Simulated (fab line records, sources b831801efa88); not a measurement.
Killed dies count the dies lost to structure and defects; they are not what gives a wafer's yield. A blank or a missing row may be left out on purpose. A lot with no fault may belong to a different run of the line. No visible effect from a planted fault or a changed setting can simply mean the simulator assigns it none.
The tool behind it: which one? || flow sky130 || 7 lots, 21 wafers sampled, at 1 step of a route of 708

WHAT THE GAUGES SHOWED, per wafer
SKY_LDD_P_CD_MEAS_07: the cd target is 380 nm.
{"lot": "L852", "measured": "day 20 23:14", "on": "cd-sem-01", "cd-nm (nm)": "383.3 383.0 381.6"}
{"lot": "L857", "measured": "day 22 17:37", "on": "cd-sem-01", "cd-nm (nm)": "377.9 375.9 376.8"}
{"lot": "L862", "measured": "day 24 11:17", "on": "cd-sem-01", "cd-nm (nm)": "382.7 384.4 382.8"}
{"lot": "L864", "measured": "day 25 07:01", "on": "cd-sem-01", "cd-nm (nm)": "381.0 382.9 378.8"}
{"lot": "L867", "measured": "day 25 18:41", "on": "cd-sem-02", "cd-nm (nm)": "376.1 377.8 376.4"}
{"lot": "L869", "measured": "day 26 05:20", "on": "cd-sem-01", "cd-nm (nm)": "379.5 378.2 381.3"}
{"lot": "L872", "measured": "day 26 23:20", "on": "cd-sem-01", "cd-nm (nm)": "379.3 378.8 381.9"}

WHAT TOOL EACH LOT RAN ON (gives the tool, then ch and the chambers of the sampled wafers, and finally the start)
The record holds no process step before these readings.

THE ANSWER, worked out from the rows above alone
Rule: usual is defined by the lots themselves. The widest of any qualifying gaps counts: lots, ordered by their means at a reading, are off when they make up no more than a third of the lots, leave a main group of 4 or more, and stand apart from it by 3 or more times the standard deviation of that group's means. Not used: any main group whose means are identical at the precision the tables above print for the reading. Also off: a lot with no number at a reading for which 4 or more lots have one. The other lots that the step has rows for count as sound.
Across all readings shown, no lot is off: no conclusion can be drawn from this.

WHAT HAD BEEN PUT IN BY THE SIMULATOR
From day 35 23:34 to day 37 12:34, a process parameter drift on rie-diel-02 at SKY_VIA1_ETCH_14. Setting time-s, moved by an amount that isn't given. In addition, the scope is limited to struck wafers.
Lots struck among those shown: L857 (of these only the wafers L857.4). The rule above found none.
